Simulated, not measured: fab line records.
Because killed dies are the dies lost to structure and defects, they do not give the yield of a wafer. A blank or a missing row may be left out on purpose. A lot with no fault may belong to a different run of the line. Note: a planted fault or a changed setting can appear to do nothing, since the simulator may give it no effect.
Which of the tools did it? / flow gf180mcu / 42 wafers from 14 lots sampled at 3 of the route's 602 steps

WHAT THE GAUGES SHOWED, per wafer
GF_MVSD_TW_MEAS_11. Usual: MVSD_TW gives 1586 (standard deviation 20).
lot=L758; measured=day 4 04:02; on=film_metro-03; MVSD_TW=1575 1580 1574; flag=
lot=L759; measured=day 4 09:17; on=film_metro-01; MVSD_TW=1563 1561 1568; flag=
lot=L760; measured=day 5 08:14; on=film_metro-04; MVSD_TW=1617 1622 1618; flag=
lot=L763; measured=day 5 11:20; on=film_metro-03; MVSD_TW=1583 1582 1583; flag=
lot=L762; measured=day 5 13:01; on=film_metro-03; MVSD_TW=30 30 30; flag=OFF
lot=L764; measured=day 5 17:09; on=film_metro-01; MVSD_TW=30 30 30; flag=OFF
lot=L765; measured=day 6 02:47; on=film_metro-03; MVSD_TW=1587 1582 1596; flag=
lot=L773; measured=day 8 06:32; on=film_metro-01; MVSD_TW=1552 1561 1550; flag=
lot=L775; measured=day 8 14:13; on=film_metro-01; MVSD_TW=1561 1553 1557; flag=
lot=L776; measured=day 8 21:21; on=film_metro-03; MVSD_TW=1577 1574 1572; flag=
lot=L777; measured=day 9 04:18; on=film_metro-03; MVSD_TW=1573 1578 1580; flag=
lot=L778; measured=day 9 11:11; on=film_metro-03; MVSD_TW=1587 1579 1580; flag=
lot=L780; measured=day 9 22:48; on=film_metro-03; MVSD_TW=1576 1577 1578; flag=
lot=L781; measured=day 10 03:33; on=film_metro-03; MVSD_TW=1614 1611 1606; flag=

WHAT TOOL EACH LOT RAN ON (gives the tool, then ch and the chambers of the sampled wafers, and finally the start)
lot=L758; GF_LVPWELL_STRIP_10=plasma_asher-02 ch 0,1, day 3 14:23; GF_MVSD_STRIP_10=plasma_asher-03 ch 0,1, day 4 03:56
lot=L759; GF_LVPWELL_STRIP_10=plasma_asher-01 ch 0,1, day 3 19:26; GF_MVSD_STRIP_10=plasma_asher-03 ch 0, day 4 09:10
lot=L760; GF_LVPWELL_STRIP_10=plasma_asher-01 ch 0,1, day 4 17:32; GF_MVSD_STRIP_10=plasma_asher-01 ch 0,1, day 5 08:07
lot=L763; GF_LVPWELL_STRIP_10=plasma_asher-03 ch 0,1, day 4 21:59; GF_MVSD_STRIP_10=plasma_asher-01 ch 0,1, day 5 11:14
lot=L762; GF_LVPWELL_STRIP_10=plasma_asher-01 ch 0,1, day 4 22:41; GF_MVSD_STRIP_10=plasma_asher-03 ch 0,1, day 5 12:55
lot=L764; GF_LVPWELL_STRIP_10=plasma_asher-01 ch 0,1, day 5 03:36; GF_MVSD_STRIP_10=plasma_asher-03 ch 1, day 5 17:03
lot=L765; GF_LVPWELL_STRIP_10=plasma_asher-03 ch 0,1, day 5 11:29; GF_MVSD_STRIP_10=plasma_asher-04 ch 0,1, day 6 02:42
lot=L773; GF_LVPWELL_STRIP_10=plasma_asher-03 ch 1, day 7 12:45; GF_MVSD_STRIP_10=plasma_asher-01 ch 1, day 8 06:25
lot=L775; GF_LVPWELL_STRIP_10=plasma_asher-02 ch 0,1, day 7 21:40; GF_MVSD_STRIP_10=plasma_asher-04 ch 0,1, day 8 14:06
lot=L776; GF_LVPWELL_STRIP_10=plasma_asher-03 ch 0,1, day 8 03:48; GF_MVSD_STRIP_10=plasma_asher-01 ch 0,1, day 8 21:15
lot=L777; GF_LVPWELL_STRIP_10=plasma_asher-02 ch 0,1, day 8 11:02; GF_MVSD_STRIP_10=plasma_asher-01 ch 0,1, day 9 04:12
lot=L778; GF_LVPWELL_STRIP_10=plasma_asher-01 ch 0,1, day 8 17:10; GF_MVSD_STRIP_10=plasma_asher-01 ch 0, day 9 11:04
lot=L780; GF_LVPWELL_STRIP_10=plasma_asher-02 ch 0,1, day 9 04:53; GF_MVSD_STRIP_10=plasma_asher-01 ch 0,1, day 9 22:42
lot=L781; GF_LVPWELL_STRIP_10=plasma_asher-01 ch 0,1, day 9 09:14; GF_MVSD_STRIP_10=plasma_asher-03 ch 0,1, day 10 03:27
- GF_LVPWELL_STRIP_10: strips in O2/N2.
- GF_MVSD_STRIP_10: strips in O2/N2.

WHAT THE TOOLS THEMSELVES READ (means of the sampled wafers that have a number; where no wafer has one, the mark that the record gives instead)
GF_LVPWELL_STRIP_10. Usual: chamber_pressure_mTorr 1500.0 mTorr, standard deviation 1.4; drypump_motor_current_A 5.5 A, standard deviation 0.37; heater_power_w 331 W, standard deviation 35; o2_flow_sccm 3000 sccm, standard deviation 8.5; oes_product_au 0.723 a.u., standard deviation 0.0045; strip_time_to_endpoint_s 36.97 s, standard deviation 0.098.
lot=L758; tool=plasma_asher-02; chamber_pressure_mTorr (mTorr)=1500.3; drypump_motor_current_A (A)=5.5; heater_power_w (W)=321; o2_flow_sccm (sccm)=3003; oes_product_au (a.u.)=0.724; strip_time_to_endpoint_s (s)=36.99; flag=
lot=L759; tool=plasma_asher-01; chamber_pressure_mTorr (mTorr)=1499.4; drypump_motor_current_A (A)=5.8; heater_power_w (W)=321; o2_flow_sccm (sccm)=2998; oes_product_au (a.u.)=0.720; strip_time_to_endpoint_s (s)=36.88; flag=
lot=L760; tool=plasma_asher-01; chamber_pressure_mTorr (mTorr)=1498.1; drypump_motor_current_A (A)=5.8; heater_power_w (W)=325; o2_flow_sccm (sccm)=3003; oes_product_au (a.u.)=0.726; strip_time_to_endpoint_s (s)=36.91; flag=
lot=L763; tool=plasma_asher-03; chamber_pressure_mTorr (mTorr)=1500.1; drypump_motor_current_A (A)=5.5; heater_power_w (W)=315; o2_flow_sccm (sccm)=3005; oes_product_au (a.u.)=0.724; strip_time_to_endpoint_s (s)=36.98; flag=
lot=L762; tool=plasma_asher-01; chamber_pressure_mTorr (mTorr)=-; drypump_motor_current_A (A)=-; heater_power_w (W)=-; o2_flow_sccm (sccm)=-; oes_product_au (a.u.)=-; strip_time_to_endpoint_s (s)=-; flag=OFF
lot=L764; tool=plasma_asher-01; chamber_pressure_mTorr (mTorr)=-; drypump_motor_current_A (A)=-; heater_power_w (W)=-; o2_flow_sccm (sccm)=-; oes_product_au (a.u.)=-; strip_time_to_endpoint_s (s)=-; flag=OFF
lot=L765; tool=plasma_asher-03; chamber_pressure_mTorr (mTorr)=1501.0; drypump_motor_current_A (A)=5.5; heater_power_w (W)=319; o2_flow_sccm (sccm)=2998; oes_product_au (a.u.)=0.724; strip_time_to_endpoint_s (s)=36.89; flag=
lot=L773; tool=plasma_asher-03; chamber_pressure_mTorr (mTorr)=1500.7; drypump_motor_current_A (A)=5.5; heater_power_w (W)=347; o2_flow_sccm (sccm)=2991; oes_product_au (a.u.)=0.719; strip_time_to_endpoint_s (s)=36.81; flag=
lot=L775; tool=plasma_asher-02; chamber_pressure_mTorr (mTorr)=1501.0; drypump_motor_current_A (A)=5.4; heater_power_w (W)=360; o2_flow_sccm (sccm)=2996; oes_product_au (a.u.)=0.723; strip_time_to_endpoint_s (s)=36.89; flag=
lot=L776; tool=plasma_asher-03; chamber_pressure_mTorr (mTorr)=1500.5; drypump_motor_current_A (A)=5.5; heater_power_w (W)=335; o2_flow_sccm (sccm)=3013; oes_product_au (a.u.)=0.724; strip_time_to_endpoint_s (s)=36.99; flag=
lot=L777; tool=plasma_asher-02; chamber_pressure_mTorr (mTorr)=1501.2; drypump_motor_current_A (A)=5.5; heater_power_w (W)=328; o2_flow_sccm (sccm)=2992; oes_product_au (a.u.)=0.728; strip_time_to_endpoint_s (s)=37.09; flag=
lot=L778; tool=plasma_asher-01; chamber_pressure_mTorr (mTorr)=1499.3; drypump_motor_current_A (A)=5.3; heater_power_w (W)=318; o2_flow_sccm (sccm)=2998; oes_product_au (a.u.)=0.722; strip_time_to_endpoint_s (s)=37.09; flag=
lot=L780; tool=plasma_asher-02; chamber_pressure_mTorr (mTorr)=1499.9; drypump_motor_current_A (A)=5.5; heater_power_w (W)=332; o2_flow_sccm (sccm)=3002; oes_product_au (a.u.)=0.720; strip_time_to_endpoint_s (s)=37.01; flag=
lot=L781; tool=plasma_asher-01; chamber_pressure_mTorr (mTorr)=1500.9; drypump_motor_current_A (A)=5.8; heater_power_w (W)=325; o2_flow_sccm (sccm)=2999; oes_product_au (a.u.)=0.726; strip_time_to_endpoint_s (s)=36.96; flag=

GF_MVSD_STRIP_10. Usual: chamber_pressure_mTorr 1499.9 mTorr, standard deviation 1.3; drypump_motor_current_A 5.7 A, standard deviation 0.56; heater_power_w 325 W, standard deviation 29; o2_flow_sccm 3001 sccm, standard deviation 9.7; oes_product_au 0.723 a.u., standard deviation 0.0044; strip_time_to_endpoint_s 36.92 s, standard deviation 0.11.
lot=L758; tool=plasma_asher-03; chamber_pressure_mTorr (mTorr)=1499.5; drypump_motor_current_A (A)=5.5; heater_power_w (W)=319; o2_flow_sccm (sccm)=3009; oes_product_au (a.u.)=0.723; strip_time_to_endpoint_s (s)=36.89; flag=
lot=L759; tool=plasma_asher-03; chamber_pressure_mTorr (mTorr)=1498.6; drypump_motor_current_A (A)=5.5; heater_power_w (W)=301; o2_flow_sccm (sccm)=2994; oes_product_au (a.u.)=0.724; strip_time_to_endpoint_s (s)=36.86; flag=
lot=L760; tool=plasma_asher-01; chamber_pressure_mTorr (mTorr)=1499.4; drypump_motor_current_A (A)=5.3; heater_power_w (W)=313; o2_flow_sccm (sccm)=3001; oes_product_au (a.u.)=0.725; strip_time_to_endpoint_s (s)=36.98; flag=
lot=L763; tool=plasma_asher-01; chamber_pressure_mTorr (mTorr)=1499.5; drypump_motor_current_A (A)=5.3; heater_power_w (W)=314; o2_flow_sccm (sccm)=3010; oes_product_au (a.u.)=0.723; strip_time_to_endpoint_s (s)=37.01; flag=
lot=L762; tool=plasma_asher-03; chamber_pressure_mTorr (mTorr)=1501.4; drypump_motor_current_A (A)=5.5; heater_power_w (W)=329; o2_flow_sccm (sccm)=2999; oes_product_au (a.u.)=0.739; strip_time_to_endpoint_s (s)=81.25; flag=OFF
lot=L764; tool=plasma_asher-03; chamber_pressure_mTorr (mTorr)=1499.9; drypump_motor_current_A (A)=5.5; heater_power_w (W)=342; o2_flow_sccm (sccm)=2995; oes_product_au (a.u.)=0.739; strip_time_to_endpoint_s (s)=80.88; flag=OFF
lot=L765; tool=plasma_asher-04; chamber_pressure_mTorr (mTorr)=1499.7; drypump_motor_current_A (A)=5.9; heater_power_w (W)=320; o2_flow_sccm (sccm)=2996; oes_product_au (a.u.)=0.722; strip_time_to_endpoint_s (s)=36.82; flag=
lot=L773; tool=plasma_asher-01; chamber_pressure_mTorr (mTorr)=1499.3; drypump_motor_current_A (A)=6.2; heater_power_w (W)=328; o2_flow_sccm (sccm)=2987; oes_product_au (a.u.)=0.725; strip_time_to_endpoint_s (s)=36.81; flag=
lot=L775; tool=plasma_asher-04; chamber_pressure_mTorr (mTorr)=1500.4; drypump_motor_current_A (A)=6.3; heater_power_w (W)=357; o2_flow_sccm (sccm)=3002; oes_product_au (a.u.)=0.720; strip_time_to_endpoint_s (s)=36.95; flag=
lot=L776; tool=plasma_asher-01; chamber_pressure_mTorr (mTorr)=1501.3; drypump_motor_current_A (A)=5.3; heater_power_w (W)=314; o2_flow_sccm (sccm)=2996; oes_product_au (a.u.)=0.724; strip_time_to_endpoint_s (s)=36.85; flag=
lot=L777; tool=plasma_asher-01; chamber_pressure_mTorr (mTorr)=1500.0; drypump_motor_current_A (A)=5.8; heater_power_w (W)=319; o2_flow_sccm (sccm)=2997; oes_product_au (a.u.)=0.720; strip_time_to_endpoint_s (s)=36.89; flag=
lot=L778; tool=plasma_asher-01; chamber_pressure_mTorr (mTorr)=1501.7; drypump_motor_current_A (A)=4.9; heater_power_w (W)=310; o2_flow_sccm (sccm)=2994; oes_product_au (a.u.)=0.718; strip_time_to_endpoint_s (s)=36.89; flag=
lot=L780; tool=plasma_asher-01; chamber_pressure_mTorr (mTorr)=1499.8; drypump_motor_current_A (A)=5.8; heater_power_w (W)=318; o2_flow_sccm (sccm)=3003; oes_product_au (a.u.)=0.721; strip_time_to_endpoint_s (s)=36.94; flag=
lot=L781; tool=plasma_asher-03; chamber_pressure_mTorr (mTorr)=1499.5; drypump_motor_current_A (A)=5.5; heater_power_w (W)=313; o2_flow_sccm (sccm)=3001; oes_product_au (a.u.)=0.724; strip_time_to_endpoint_s (s)=36.91; flag=

THE ANSWER, worked out from the rows above alone
Rule: a lot counts as off when the mean over its wafers that have a number is more than 3 standard deviations away from the usual mean. A lot without any number at a reading at which 4 lots or more have one is off too. All remaining lots with rows at the step are treated as sound. After the gauges, taken in route order, come the tools' own readings; for these a lot's mean is taken, as printed above. The first step at which some lot is off is used, and at that step the reading that is off furthest; a lot without a number counts as furthest.
Off: at GF_MVSD_TW_MEAS_11 (MVSD_TW), L762, L764.
A tool fits if, at a process step before that reading, it ran every lot that is off, and no sound lot after the first of them. The gauges at GF_MVSD_TW_MEAS_11 aren't tried: what is off there is off at GF_LVPWELL_STRIP_10 too, on other tools, and a gauge's error can't cause that. Of those tried, none fits.

WHAT HAD BEEN PUT IN BY THE SIMULATOR
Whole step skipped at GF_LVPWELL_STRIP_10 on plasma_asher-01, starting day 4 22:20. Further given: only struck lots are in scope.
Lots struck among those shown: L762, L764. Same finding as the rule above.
